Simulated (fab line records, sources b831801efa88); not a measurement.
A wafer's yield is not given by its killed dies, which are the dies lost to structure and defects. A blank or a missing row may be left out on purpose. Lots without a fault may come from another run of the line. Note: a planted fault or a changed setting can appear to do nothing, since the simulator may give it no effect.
fab line records	flow sky130
record: lots: 7	wafers: 18	last-day: 49
route steps=708 shown LDD_HVP@288 LDD_LDN@289 SPACER@304 POLY_CUT@307 SD_P@320 PAD_OPEN@708
lots untouched by any fault: they come from a run of this same line in which no faults occurred
start-h: hours from the record's opening day to when the first of the lot's shown wafers began	wait-h: how many hours have passed since the lot's step before this one	" unchanged from the row above	L1.1+2: a single row standing in for several wafers	- either no value or no given start	* or withheld: withheld	< > ~ a bound
route shown NAME@n: a module of which the file shows steps, and the number in the route of the first	usual: the fault-free wafers' mean and standard deviation	same: alike in all rows	chamber/n: place in a boat	sites: readings site by site	_std_site: standard deviation of those values	_edge_site: outer sites' mean less inner sites'	radius-mm: how far each site lies from the wafer's centre	mask NAME#n: copy n	behind: the most recent tool/chamber to have shaped the wafer	hold: reason for holding the lot/hours on hold/outcome of the hold	device: transistor that didn't switch, given as n, p or np	end of line: at the end of the route, the tests of the same wafers	step lacking rows: just its recipe	killed: count of dies lost to structure and defects at first sort (not the wafer's yield)	map: a wafer's dies, x killed, . not, _ none there
set.NAME: setting as actually run; set.NAME@STEP: the setting as run at that earlier step	model.NAME: the simulator's own value behind a step, which no gauge read
lots at selected steps of the route; one table per step, one row per wafer
services: a tool's chamber out of use, with start hour (start-h, from the record's first day; less than 0 if before it), hours out, and reason
== steps ==
step: SKY_LDD_HVP_TW_MEAS_10
usual: LDD_HVP_TW: 453.6/2.9
lot.wafer	tool	chamber	start-h	wait-h	LDD_HVP_TW
L890.2	film-metro-04	-	496.65	0.1	453.9
L890.4	"	-	"	"	456.2
L890.5	"	-	"	"	453.1
L893.2	film-metro-02	-	531.05	0.1	450.5
L893.5	"	-	"	"	450.0
L893.6	"	-	"	"	451.2
L902.3	film-metro-04	-	604.00	0.1	457.3
L902.4	"	-	"	"	455.7
L902.6	"	-	"	"	459.3
L901.1	film-metro-04	-	617.09	0.1	454.5
L901.5	"	-	"	"	456.6
L901.6	"	-	"	"	457.8
L906.1	film-metro-03	-	656.44	0.1	456.8
L906.4	"	-	"	"	455.9
L909.1	film-metro-04	-	670.04	0.1	457.9
L909.2	"	-	"	"	458.7
L907.1	film-metro-02	-	672.14	0.1	450.9
L907.2	"	-	"	"	452.4
step: SKY_LDD_LDN_DEHYDRATE_00
recipe: temp-c: 200	time-s: 60
step: SKY_LDD_LDN_HMDS_01
recipe: prime-time-s: 60	prime-temp-c: 120
step: SKY_LDD_LDN_COAT_02
recipe: resist: NOVOLAK	spin-rpm: 3000	resist-thk-nm: 1140
step: SKY_LDD_LDN_SOFTBAKE_03
recipe: temp-c: 90	time-s: 60	resist: NOVOLAK
step: SKY_LDD_LDN_EXPOSE_04
recipe: mask-id: LDNTM	na: 0.6	source-shape: conventional	sigma-outer: 0.6	polarization: unpolarized	target-cd-nm: 700	dose-mj: 140
step: SKY_LDD_LDN_PEB_05
recipe: temp-c: withheld	time-s: *	resist: NOVOLAK
step: SKY_LDD_LDN_DEVELOP_06
recipe: resist: NOVOLAK	developer: TMAH	develop-time-s: 60	dev-temp-c: 23
step: SKY_LDD_LDN_OVL_MEAS_07
usual: LDD_LDN_OVL: 0.8/1.4
lot.wafer	tool	chamber	start-h	wait-h	LDD_LDN_OVL[nm]
L890.2	overlay-02	-	526.84	0.1	0.0
L890.4	"	-	"	"	-2.3
L890.5	"	-	"	"	-0.7
L893.2	overlay-02	-	561.00	0.1	1.2
L893.5	"	-	"	"	0.9
L893.6	"	-	"	"	0.5
L902.3	overlay-01	-	632.69	0.1	3.1
L902.4	"	-	"	"	1.5
L902.6	"	-	"	"	1.8
L901.1	overlay-01	-	646.30	0.1	-1.1
L901.5	"	-	"	"	0.0
L901.6	"	-	"	"	-0.9
L906.1	overlay-01	-	684.40	0.1	-1.0
L906.4	"	-	"	"	-1.1
L909.1	overlay-01	-	697.78	0.1	1.8
L909.2	"	-	"	"	1.3
L907.1	overlay-01	-	700.18	0.1	0.7
L907.2	"	-	"	"	0.7
step: SKY_LDD_LDN_IMPLANT_08
recipe: species: As	energy-kev: 15	dose-cm2: 1.25e+13	tilt-deg: withheld	rotation-deg: 23
step: SKY_LDD_LDN_IMPLANT_09
recipe: species: As	energy-kev: 15	dose-cm2: 1.25e+13	tilt-deg: withheld	rotation-deg: 113
step: SKY_LDD_LDN_IMPLANT_10
recipe: species: As	energy-kev: 15	dose-cm2: 1.25e+13	tilt-deg: withheld	rotation-deg: 203
step: SKY_LDD_LDN_IMPLANT_11
recipe: species: As	energy-kev: 15	dose-cm2: 1.25e+13	tilt-deg: withheld	rotation-deg: 293
lot.wafer	tool	chamber	start-h	wait-h
L890.2+4+5	implanter-03	0	527.34	0.1
L893.2+5+6	implanter-04	0	561.51	0.1
L902.3+4+6	implanter-01	0	633.22	0.1
L901.1+5+6	implanter-04	0	646.79	0.1
L906.1+4	implanter-01	0	684.89	0.1
L909.1+2	implanter-01	0	698.27	0.1
L907.1+2	implanter-01	0	700.67	0.1
step: SKY_LDD_LDN_STRIP_12
recipe: chemistry: O2/N2	power-w: 1400	pressure-mtorr: 1500	platen-temp-c: withheld	o2-flow-sccm: 3000	n2-flow-sccm: 300	overash-fraction: 0.5
usual: drypump-motor-current-A: 5.52/0.23	oes-product-au: 0.716/0.0047	strip-time-to-endpoint-s: 14.19/0.031
lot.wafer	tool	chamber	start-h	wait-h	drypump-motor-current-A	oes-product-au	rf-hours-counter-h	strip-time-to-endpoint-s
L890.2	plasma-asher-03	1	527.47	0.1	5.94	0.725	74	14.22
L890.4	"	1	"	"	5.94	0.716	-	14.21
L890.5	"	0	"	"	5.42	0.718	-	14.20
L893.2	plasma-asher-03	1	561.63	0.1	5.94	0.714	77	14.16
L893.5	"	0	"	"	5.44	0.719	-	14.15
L893.6	"	1	"	"	5.95	0.724	-	14.12
L902.3	plasma-asher-04	1	633.35	0.1	5.40	0.718	-	14.21
L902.4	"	0	"	"	5.69	0.726	-	14.19
L902.6	"	1	"	"	5.36	0.722	-	14.22
L901.1	plasma-asher-03	1	646.94	0.1	5.96	0.723	86	14.16
L901.5	"	0	"	"	5.45	0.721	-	14.19
L901.6	"	1	"	"	5.95	0.713	-	14.15
L906.1	plasma-asher-04	1	685.04	0.1	5.38	0.715	97	14.14
L906.4	"	0	"	"	5.70	0.714	-	14.17
L909.1	plasma-asher-04	1	698.42	0.1	5.39	0.718	98	14.21
L909.2	"	0	"	"	5.66	0.710	98	14.21
L907.1	plasma-asher-01	1	700.82	0.1	5.18	0.712	27	14.20
L907.2	"	0	"	"	5.49	0.712	27	14.21
step: SKY_LDD_LDN_TW_MEAS_13
usual: LDD_LDN_TW: 1479/7
lot.wafer	tool	chamber	start-h	wait-h	LDD_LDN_TW
L890.2	film-metro-01	-	527.58	0.1	1484
L890.4	"	-	"	"	1485
L890.5	"	-	"	"	1482
L893.2	film-metro-04	-	561.74	0.1	1480
L893.5	"	-	"	"	1477
L893.6	"	-	"	"	1480
L902.3	film-metro-03	-	633.44	0.1	1479
L902.4	"	-	"	"	1478
L902.6	"	-	"	"	1481
L901.1	film-metro-04	-	647.04	0.1	1472
L901.5	"	-	"	"	1466
L901.6	"	-	"	"	1470
L906.1	film-metro-01	-	685.14	0.1	1473
L906.4	"	-	"	"	1492
L909.1	film-metro-01	-	698.52	0.1	1475
L909.2	"	-	"	"	1479
L907.1	film-metro-03	-	700.92	0.1	1462
L907.2	"	-	"	"	1466
step: SKY_LDD_LDN_CLEAN_14
recipe: chemistry: SC1/SC2	mix: 1:4:20	temp-c: 70	time-s: 150	dry: n2-spin
step: SKY_SPACER_CVD_00
recipe: material: Si3N4	precursor: DCS/NH3	target-thk-nm: 43.1	temp-c: 770	time-s: 740	pressure-mtorr: 250
step: SKY_SPACER_THK_MEAS_01
recipe: reads: Si3N4_of_SPACER_CVD_00
usual: SPACER_CVD_00_THK: 43.1/0.42
lot.wafer	tool	chamber	start-h	wait-h	SPACER_CVD_00_THK[nm]
L890.2	film-metro-04	-	529.22	0.0	43.0
L890.4	"	-	"	"	43.1
L890.5	"	-	"	"	42.3
L893.2	film-metro-04	-	563.06	0.0	43.6
L893.5	"	-	"	"	43.6
L893.6	"	-	"	"	43.5
L902.3	film-metro-04	-	634.75	0.0	43.1
L902.4	"	-	"	"	43.0
L902.6	"	-	"	"	42.5
L901.1	film-metro-01	-	648.35	0.0	43.0
L901.5	"	-	"	"	43.2
L901.6	"	-	"	"	42.9
L906.1	film-metro-01	-	686.45	0.0	42.4
L906.4	"	-	"	"	42.7
L909.1	film-metro-01	-	701.07	0.0	42.6
L909.2	"	-	"	"	43.0
L907.1	film-metro-01	-	703.33	0.0	42.8
L907.2	"	-	"	"	43.5
step: SKY_SPACER_ETCHBACK_02
recipe: chemistry: CH3F/O2	target: Si3N4	stop-on: SiO2	source-w: 400	bias-w: 80	pressure-mtorr: 25	ch3f-flow-sccm: 40	O2_flow_sccm: 30	time-s: 46.7	target-depth-a: 450
usual: drypump-motor-current-A: 5.5/0.44	oes-product-au: 0.855/0.006	throttle-valve-pct: 10.563/0.0086
lot.wafer	tool	chamber	start-h	wait-h	drypump-motor-current-A	oes-product-au	rf-hours-counter-h	throttle-valve-pct
L890.2	rie-diel-03	3	529.27	0.0	5.3	0.860	14	10.560
L890.4	"	0	"	"	5.2	0.853	-	10.563
L890.5	"	2	"	"	5.1	0.850	-	10.535
L893.2	rie-diel-01	1	563.11	0.0	6.4	0.858	11	10.549
L893.5	"	3	"	"	5.6	0.858	-	10.564
L893.6	"	0	"	"	5.8	0.854	-	10.568
L902.3	rie-diel-04	0	634.79	0.0	5.0	0.860	2	10.562
L902.4	"	2	"	"	5.6	0.857	-	10.571
L902.6	"	1	"	"	5.8	0.839	-	10.563
L901.1	rie-diel-03	0	648.41	0.1	5.2	0.856	18	10.544
L901.5	"	3	"	"	5.3	0.862	-	10.544
L901.6	"	1	"	"	5.3	0.857	-	10.565
L906.1	rie-diel-04	1	686.51	0.1	5.8	0.850	6	10.567
L906.4	"	2	"	"	5.5	0.854	7	10.567
L909.1	rie-diel-01	0	701.13	0.1	5.8	0.849	39	10.570
L909.2	"	2	"	"	6.6	0.852	7	10.555
L907.1	rie-diel-01	3	703.39	0.1	5.6	0.852	6	10.552
L907.2	"	0	"	"	5.9	0.857	39	10.560
step: SKY_POLY_CUT_DEHYDRATE_00
recipe: temp-c: 200	time-s: 60
step: SKY_POLY_CUT_HMDS_01
recipe: prime-time-s: 60	prime-temp-c: 120
step: SKY_POLY_CUT_COAT_02
recipe: resist: BARC	temp-c: withheld	time-s: withheld	spin-rpm: 3000	resist-thk-nm: 60
step: SKY_POLY_CUT_COAT_03
recipe: resist: KrF-thick	spin-rpm: 3000	resist-thk-nm: 450
step: SKY_POLY_CUT_SOFTBAKE_04
recipe: temp-c: 100	time-s: 90	resist: KrF-thick
step: SKY_POLY_CUT_EXPOSE_05
recipe: mask-id: NPCM	na: 0.8	source-shape: annular	sigma-inner: 0.55	sigma-outer: 0.85	target-cd-nm: 270	dose-mj: 32
step: SKY_POLY_CUT_PEB_06
recipe: peb-temp-c: withheld	peb-time-s: withheld	resist: KrF-thick
step: SKY_POLY_CUT_DEVELOP_07
recipe: develop-time-s: 60	resist: KrF-thick	dev-temp-c: 21
step: SKY_POLY_CUT_CD_MEAS_08
recipe: target-cd-nm: 270
usual: cd-nm: 269.8/1.4
lot.wafer	tool	chamber	start-h	wait-h	cd-nm
L890.2	cd-sem-01	-	560.12	-	269.8
L890.4	"	-	"	"	270.1
L890.5	"	-	"	"	269.5
L893.2	cd-sem-02	-	593.07	-	270.2
L893.5	"	-	"	"	269.8
L893.6	"	-	"	"	267.2
L902.3	cd-sem-01	-	663.34	-	270.1
L902.4	"	-	"	"	270.2
L902.6	"	-	"	"	269.7
L901.1	cd-sem-02	-	676.75	-	269.1
L901.5	"	-	"	"	268.1
L901.6	"	-	"	"	269.2
L906.1	cd-sem-02	-	714.15	-	269.0
L906.4	"	-	"	"	268.7
L909.1	cd-sem-01	-	728.80	-	268.8
L909.2	"	-	"	"	269.2
L907.1	cd-sem-02	-	731.38	-	269.8
L907.2	"	-	"	"	270.0
step: SKY_POLY_CUT_OVL_MEAS_09
usual: POLY_CUT_OVL: -5/6.8
lot.wafer	tool	chamber	start-h	wait-h	POLY_CUT_OVL[nm]
L890.2	overlay-01	-	560.23	0.1	-5
L890.4	"	-	"	"	-10
L890.5	"	-	"	"	-9
L893.2	overlay-01	-	593.18	0.1	-9
L893.5	"	-	"	"	-4
L893.6	"	-	"	"	-7
L902.3	overlay-02	-	663.43	0.1	-15
L902.4	"	-	"	"	-12
L902.6	"	-	"	"	-8
L901.1	overlay-01	-	676.87	0.1	-6
L901.5	"	-	"	"	-7
L901.6	"	-	"	"	-1
L906.1	overlay-02	-	714.27	0.1	-2
L906.4	"	-	"	"	0
L909.1	overlay-02	-	728.92	0.1	-7
L909.2	"	-	"	"	-14
L907.1	overlay-02	-	731.50	0.1	-11
L907.2	"	-	"	"	-12
step: SKY_POLY_CUT_ETCH_10
recipe: chemistry: N2/H2	target: BARC	ion-energy-ev: 200	source-w: 500	bias-w: 100	pressure-mtorr: 30	n2-flow-sccm: 100	h2-flow-sccm: 200	stop-on: SiO2	time-s: 45.9	target-depth-a: 600
usual: drypump-motor-current-A: 5.6/0.46	oes-product-au: 0.855/0.0043	throttle-valve-pct: 13.224/0.0088
lot.wafer	tool	chamber	start-h	wait-h	drypump-motor-current-A	oes-product-au	rf-hours-counter-h	throttle-valve-pct
L890.2	rie-diel-01	2	560.26	0.0	6.6	0.852	5	13.237
L890.4	"	3	"	"	5.6	0.853	3	13.226
L890.5	"	1	"	"	6.4	0.855	-	13.224
L893.2	rie-diel-03	1	593.21	0.0	5.4	0.860	1	13.232
L893.5	"	3	"	"	5.3	0.844	-	13.232
L893.6	"	2	"	"	5.2	0.858	-	13.207
L902.3	rie-diel-03	1	663.46	0.0	5.4	0.863	3	13.217
L902.4	"	3	"	"	5.3	0.859	18	13.223
L902.6	"	1	"	"	5.3	0.856	-	13.213
L901.1	rie-diel-03	0	676.91	0.0	5.2	0.850	19	13.226
L901.5	"	2	"	"	5.2	0.861	-	13.232
L901.6	"	1	"	"	5.4	0.858	-	13.230
L906.1	rie-diel-01	3	714.31	0.0	5.6	0.859	6	13.230
L906.4	"	1	"	"	6.4	0.849	13	13.216
L909.1	rie-diel-02	3	728.96	0.0	5.1	0.857	20	13.215
L909.2	"	2	"	"	5.9	0.857	19	13.210
L907.1	rie-diel-03	3	731.54	0.0	5.3	0.853	20	13.225
L907.2	"	0	"	"	5.2	0.850	20	13.221
step: SKY_POLY_CUT_ETCH_11
recipe: target: Si3N4	chemistry: CF4/CH2F2/Ar	stop-on: poly-Si	source-w: 600	bias-w: 150	pressure-mtorr: 40	cf4-flow-sccm: 40	ch2f2-flow-sccm: 20	Ar_flow_sccm: 150	time-s: 42.5	target-depth-a: 600
usual: drypump-motor-current-A: 5.6/0.46	oes-product-au: 0.828/0.0062	throttle-valve-pct: 14.995/0.0084
lot.wafer	tool	chamber	start-h	wait-h	drypump-motor-current-A	oes-product-au	rf-hours-counter-h	throttle-valve-pct
L890.2	rie-diel-01	2	560.30	0.0	6.6	0.832	5	14.982
L890.4	"	3	"	"	5.6	0.827	3	14.992
L890.5	"	1	"	"	6.3	0.831	-	15.006
L893.2	rie-diel-03	1	593.25	0.0	5.4	0.826	1	15.014
L893.5	"	3	"	"	5.3	0.840	-	14.993
L893.6	"	2	"	"	5.2	0.823	-	15.007
L902.3	rie-diel-03	1	663.50	0.0	5.3	0.826	3	15.004
L902.4	"	3	"	"	5.3	0.823	18	15.005
L902.6	"	1	"	"	5.3	0.815	-	14.994
L901.1	rie-diel-03	0	676.95	0.0	5.2	0.827	19	14.993
L901.5	"	2	"	"	5.1	0.834	-	14.986
L901.6	"	1	"	"	5.3	0.837	-	15.009
L906.1	rie-diel-01	3	714.35	0.0	5.6	0.822	6	14.990
L906.4	"	1	"	"	6.4	0.830	13	14.983
L909.1	rie-diel-02	3	729.00	0.0	5.1	0.830	20	15.003
L909.2	"	2	"	"	5.9	0.826	19	14.988
L907.1	rie-diel-03	3	731.58	0.0	5.3	0.839	20	14.987
L907.2	"	0	"	"	5.2	0.833	20	14.988
step: SKY_POLY_CUT_STRIP_12
recipe: chemistry: O2/N2	power-w: 1400	pressure-mtorr: 1500	platen-temp-c: withheld	o2-flow-sccm: 3000	n2-flow-sccm: 300	overash-fraction: 0.5
usual: drypump-motor-current-A: 5.47/0.12	oes-product-au: 0.452/0.0041	strip-time-to-endpoint-s: 5.355/0.017
lot.wafer	tool	chamber	start-h	wait-h	drypump-motor-current-A	oes-product-au	rf-hours-counter-h	strip-time-to-endpoint-s
L890.2	plasma-asher-02	0	560.34	0.0	5.45	0.453	42	5.364
L890.4	"	0	"	"	5.49	0.451	-	5.355
L890.5	"	1	"	"	5.52	0.461	-	5.363
L893.2	plasma-asher-01	1	593.29	0.0	5.23	0.454	17	5.367
L893.5	"	0	"	"	5.46	0.465	-	5.382
L893.6	"	1	"	"	5.22	0.448	-	5.378
L902.3	plasma-asher-01	1	663.57	0.1	5.23	0.452	-	5.376
L902.4	"	0	"	"	5.47	0.446	-	5.361
L902.6	"	0	"	"	5.47	0.452	-	5.346
L901.1	plasma-asher-02	1	676.99	0.0	5.56	0.448	54	5.361
L901.5	"	0	"	"	5.48	0.450	-	5.359
L901.6	"	1	"	"	5.54	0.445	-	5.378
L906.1	plasma-asher-04	0	714.39	0.0	5.69	0.458	100	5.356
L906.4	"	1	"	"	5.42	0.455	-	5.373
L909.1	plasma-asher-02	1	729.04	0.0	5.54	0.448	59	5.343
L909.2	"	0	"	"	5.48	0.453	59	5.346
L907.1	plasma-asher-01	0	731.62	0.0	5.45	0.450	30	5.353
L907.2	"	1	"	"	5.27	0.450	30	5.343
step: SKY_SD_P_DEHYDRATE_00
recipe: temp-c: 200	time-s: 60
step: SKY_SD_P_HMDS_01
recipe: prime-time-s: 60	prime-temp-c: 120
step: SKY_SD_P_COAT_02
recipe: resist: NOVOLAK	spin-rpm: 3000	resist-thk-nm: 1140
step: SKY_SD_P_SOFTBAKE_03
recipe: temp-c: 90	time-s: 60	resist: NOVOLAK
step: SKY_SD_P_EXPOSE_04
recipe: mask-id: PSDM	na: 0.6	source-shape: conventional	sigma-outer: 0.6	polarization: unpolarized	target-cd-nm: 380	dose-mj: 138
step: SKY_SD_P_PEB_05
recipe: temp-c: withheld	time-s: *	resist: NOVOLAK
step: SKY_SD_P_DEVELOP_06
recipe: resist: NOVOLAK	developer: TMAH	develop-time-s: 60	dev-temp-c: 23
step: SKY_SD_P_CD_MEAS_07
recipe: target-cd-nm: 380
usual: cd-nm: 380.0/2.4
lot.wafer	tool	chamber	start-h	wait-h	cd-nm
L890.2	cd-sem-01	-	589.57	0.1	382.2
L890.4	"	-	"	"	381.1
L890.5	"	-	"	"	380.9
L893.2	cd-sem-02	-	622.81	0.1	379.8
L893.5	"	-	"	"	382.3
L893.6	"	-	"	"	383.8
L902.3	cd-sem-01	-	690.94	0.1	380.4
L902.4	"	-	"	"	380.1
L902.6	"	-	"	"	380.5
L901.1	cd-sem-02	-	704.48	0.1	379.4
L901.5	"	-	"	"	380.8
L901.6	"	-	"	"	383.4
L906.1	cd-sem-02	-	741.58	0.1	380.6
L906.4	"	-	"	"	381.4
L909.1	cd-sem-01	-	756.30	0.1	377.8
L909.2	"	-	"	"	380.9
L907.1	cd-sem-02	-	758.80	0.1	376.0
L907.2	"	-	"	"	377.4
step: SKY_SD_P_OVL_MEAS_08
usual: SD_P_OVL: 1.6/1.4
lot.wafer	tool	chamber	start-h	wait-h	SD_P_OVL[nm]
L890.2	overlay-02	-	589.68	0.1	1.7
L890.4	"	-	"	"	2.6
L890.5	"	-	"	"	1.3
L893.2	overlay-02	-	622.92	0.1	1.3
L893.5	"	-	"	"	1.2
L893.6	"	-	"	"	0.4
L902.3	overlay-01	-	691.03	0.1	3.3
L902.4	"	-	"	"	4.7
L902.6	"	-	"	"	1.6
L901.1	overlay-01	-	704.60	0.1	-0.6
L901.5	"	-	"	"	0.6
L901.6	"	-	"	"	-0.9
L906.1	overlay-01	-	741.70	0.1	5.3
L906.4	"	-	"	"	3.4
L909.1	overlay-02	-	756.42	0.1	1.2
L909.2	"	-	"	"	0.0
L907.1	overlay-02	-	758.92	0.1	2.6
L907.2	"	-	"	"	3.2
step: SKY_SD_P_IMPLANT_09
recipe: species: BF2	energy-kev: 20	dose-cm2: 3e+15	tilt-deg: 0
step: SKY_PAD_OPEN_PROBE_99
lot.wafer	tool	chamber	start-h	wait-h	model.etest.tip-sonos.rs-ohm-sq-range	model.etest.tip-sonos.rs-ohm-sq-rim-less-centre
L890.2	prober-01	-	1079.16	0.1	26.87	-8.409
L890.4	prober-01	-	1079.26	0.2	33.69	1.148
L890.5	prober-01	-	1079.31	0.2	28.85	-4.062
L893.2	prober-02	-	1102.88	0.1	44.66	20.23
L893.5	prober-02	-	1103.03	0.2	44.78	24.49
L893.6	prober-02	-	1103.08	0.2	42.67	11.6
L902.3	prober-02	-	1147.43	0.2	31.35	26.09
L902.4	prober-02	-	1147.48	0.2	39.24	10.97
L902.6	prober-02	-	1147.58	0.2	32.86	15.58
L901.1	prober-01	-	1154.57	0.1	21.39	2.458
L901.5	prober-01	-	1154.77	0.2	23.86	-6.239
L901.6	prober-01	-	1154.82	0.2	29.34	-6.56
L906.1	prober-02	-	1180.37	0.1	94.28	-28.47
L906.4	prober-02	-	1180.52	0.2	43.26	27.62
L909.1	prober-01	-	1185.83	0.1	93.61	-20.91
L909.2	prober-01	-	1185.88	0.1	77.6	-20.48
L907.1	prober-02	-	1187.91	0.1	110	-12.79
L907.2	prober-02	-	1187.96	0.1	83.67	-37.01
killed by level:class
L890.2 VIA1:geometric-particle:open=11 CONTACT:geometric-particle:open=8 LI_CONTACT:geometric-particle:open=7 VIA3:geometric-particle:open=6 POLY_GATE:geometric-particle:open=5 VIA2:geometric-particle:open=5 METAL1:geometric-particle:short=4 LI_CONTACT:geometric-particle:short=3
L890.4 CONTACT:geometric-particle:open=8 VIA3:geometric-particle:open=7 VIA2:geometric-particle:open=6 FIELD_ISO:geometric-particle:short=5 CONTACT:geometric-particle:short=5 VIA1:geometric-particle:short=5 LI_CONTACT:geometric-particle:open=5 VIA1:geometric-particle:open=5
L890.5 VIA1:geometric-particle:open=9 LI_CONTACT:geometric-particle:open=5 CONTACT:geometric-particle:short=5 FIELD_ISO:geometric-particle:open=4 CONTACT:geometric-particle:open=4 VIA2:geometric-particle:open=4 VIA3:geometric-particle:open=4 METAL2:geometric-particle:short=3
L893.2 VIA2:geometric-particle:open=10 CONTACT:geometric-particle:open=8 VIA3:geometric-particle:open=8 METAL1:geometric-particle:short=6 VIA1:geometric-particle:open=6 VIA3:geometric-particle:short=5 FIELD_ISO:geometric-particle:open=4 POLY_GATE:geometric-particle:open=4
L893.5 VIA2:geometric-particle:open=9 VIA1:geometric-particle:open=9 VIA3:geometric-particle:open=9 FIELD_ISO:geometric-particle:open=5 CONTACT:geometric-particle:open=5 VIA3:geometric-particle:short=4 VIA1:geometric-particle:short=4 METAL2:geometric-particle:short=4
L893.6 CONTACT:geometric-particle:open=10 CONTACT:geometric-particle:short=9 VIA1:geometric-particle:open=7 LI_CONTACT:geometric-particle:open=6 VIA3:geometric-particle:open=6 POLY_GATE:geometric-particle:short=5 VIA2:geometric-particle:open=5 FIELD_ISO:geometric-particle:open=4
L902.3 METAL1:geometric-particle:short=10 VIA1:geometric-particle:open=10 VIA3:geometric-particle:open=10 METAL2:geometric-particle:short=9 LI_CONTACT:geometric-particle:open=7 METAL4:geometric-particle:short=7 LI_CONTACT:geometric-particle:short=6 CONTACT:geometric-particle:open=6
L902.4 CONTACT:geometric-particle:open=10 VIA1:geometric-particle:open=8 LI_CONTACT:geometric-particle:open=6 METAL1:geometric-particle:short=6 VIA3:geometric-particle:open=6 FIELD_ISO:geometric-particle:open=5 VIA2:geometric-particle:open=5 VIA3:geometric-particle:short=4
L902.6 CONTACT:geometric-particle:open=9 VIA1:geometric-particle:open=9 VIA3:geometric-particle:open=9 METAL2:geometric-particle:short=8 VIA2:geometric-particle:open=5 VIA2:geometric-particle:short=4 METAL3:geometric-particle:short=4 METAL4:geometric-particle:short=4
L901.1 CONTACT:geometric-particle:open=14 VIA1:geometric-particle:open=9 VIA1:geometric-particle:short=6 METAL2:geometric-particle:short=6 VIA2:geometric-particle:open=6 FIELD_ISO:geometric-particle:short=5 VIA3:geometric-particle:open=5 LI_CONTACT:geometric-particle:short=4
L901.5 VIA1:geometric-particle:open=15 CONTACT:geometric-particle:open=11 VIA2:geometric-particle:open=10 VIA3:geometric-particle:open=9 VIA1:geometric-particle:short=6 CONTACT:geometric-particle:short=6 POLY_GATE:geometric-particle:open=5 VIA3:geometric-particle:short=5
L901.6 CONTACT:geometric-particle:open=11 VIA1:geometric-particle:open=9 LI_CONTACT:geometric-particle:open=7 VIA1:geometric-particle:short=7 VIA3:geometric-particle:open=7 METAL1:geometric-particle:short=6 FIELD_ISO:geometric-particle:open=4 POLY_GATE:geometric-particle:open=4
L909.1 FIELD_ISO:geometric-particle:open=9 FIELD_ISO:geometric-particle:short=7 POLY_GATE:geometric-particle:open=7 LI_CONTACT:geometric-particle:open=7 CONTACT:geometric-particle:open=6 METAL1:geometric-particle:short=5 VIA1:geometric-particle:open=5 POLY_GATE:geometric-particle:short=4
L909.2 CONTACT:geometric-particle:open=9 VIA2:geometric-particle:open=9 POLY_GATE:geometric-particle:open=8 VIA1:geometric-particle:open=6 POLY_GATE:geometric-particle:short=5 VIA3:geometric-particle:open=4 CONTACT:geometric-particle:short=4 METAL1:geometric-particle:short=4
== services ==
tool	chamber	start-h	hours	kind
rie-diel-03	3	520.15	1.4	repair
rie-diel-01	-	528.44	2.8	pm
rie-diel-01	2	531.21	4.2	repair
implanter-01	-	540.55	13.9	pm
implanter-04	-	550.88	2.7	repair
implanter-01	-	559.30	5.8	repair
plasma-asher-02	-	580.76	0.4	repair
rie-diel-04	-	585.84	12.9	repair
implanter-04	-	592.85	11.3	repair
rie-diel-03	3	597.84	7.2	repair
rie-diel-01	3	599.54	1.9	repair
rie-diel-03	1	636.96	4.5	repair
plasma-asher-01	-	640.96	1.7	repair
plasma-asher-01	-	664.20	0.3	repair
implanter-01	-	664.76	1.6	repair
plasma-asher-01	-	676.96	2.5	repair
rie-diel-01	2	695.48	3.9	repair
implanter-04	-	695.64	17.6	repair
rie-diel-03	-	703.14	2.8	pm
plasma-asher-03	-	707.60	4.6	repair
rie-diel-03	-	713.08	2.2	repair
implanter-04	-	713.21	2.1	pm
rie-diel-03	-	716.20	1.1	repair
rie-diel-01	-	718.52	15.6	pm
== key ==
first-sign none at tools or gauges
model-effect: step: SKY_PAD_OPEN_PROBE_99	value: etest.tip-sonos.rs-ohm-sq-range	without: 31.56	struck: 91.83
met-at SKY_LDD_LDN_IMPLANT_11
struck-wafers L906.1,L907.1,L907.2,L909.1,L909.2
sort-left-out L906.1,L907.1,L907.2
tester-left-out L906,L907,L909
onset-between 633.22 684.89
fault: kind: process-parameter-drift	tool: implanter-01	chamber: -	onset-h: 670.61	steps: SKY_LDD_LDN_IMPLANT_11	channel: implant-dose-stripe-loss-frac	offset: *	shape: step	end-h: 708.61	scope: struck-wafers-only
tester-left-out: of these lots the tester's yield and bins aren't shown, on N5 and GAA mostly nor the transistor test; their killed dies are dies lost to structure and defects alone, not to doping, threshold or leakage, so they don't give the yield
sort-left-out: the simulated sort isn't trusted on such a fault, so these wafers' sort isn't shown, and their yield isn't known
